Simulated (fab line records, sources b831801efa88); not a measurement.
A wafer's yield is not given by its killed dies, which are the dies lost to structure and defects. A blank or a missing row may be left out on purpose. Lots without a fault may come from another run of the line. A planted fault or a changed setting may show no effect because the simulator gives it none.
Chamber matching -- flow sky130 -- SKY_VIA1_CMP_02 on cmp-01: 4 sister chambers
The step polishes SiO2. 8 wafers are shown with their chamber, then 8 later ones without.

WAFERS, EACH WITH ITS CHAMBER
wafer,chamber,motorCurrentA (A)
L247.6,2,10.8
L248.4,1,11.6
L250.4,2,11.6
L252.3,3,11.3
L252.4,1,12.2
L252.6,0,14.7
L251.4,0,15.0
L260.1,3,11.6

WAFERS WITH NO CHAMBER GIVEN
wafer,motorCurrentA (A)
L260.4,15.3
L260.5,11.3
L261.1,15.1
L261.4,11.2
L261.6,15.1
L262.1,11.1
L262.3,12.0
L262.4,11.2

EACH ONE'S CHAMBER
wafer,from the rows above,in truth
L260.4,0,0
L260.5,can't be placed: 2 or 3 or 1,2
L261.1,0,0
L261.4,can't be placed: 2 or 3 or 1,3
L261.6,0,0
L262.1,can't be placed: 2 or 3 or 1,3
L262.3,can't be placed: 1 or 3 or 2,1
L262.4,can't be placed: 2 or 3 or 1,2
Placed correctly: 3 of 8. From these rows, 5 cannot be placed; in 5 the true chamber is one of the candidates. 0 placed wrongly.
How it was worked out, from the rows above alone: a wafer's distance from a chamber is the root of the sum, over the readings, of the square of ((its reading less the chamber's mean) divided by the reading's scatter). If the next closest chamber is less than 2 further off than the closest, the wafer can't be placed; otherwise it belongs to the closest. Each chamber's mean is taken over the wafers shown for it. How the scatter is found: for the shown wafers, subtract from each reading the mean of its chamber, square and add these, divide the total by (wafers less chambers), then take the root.
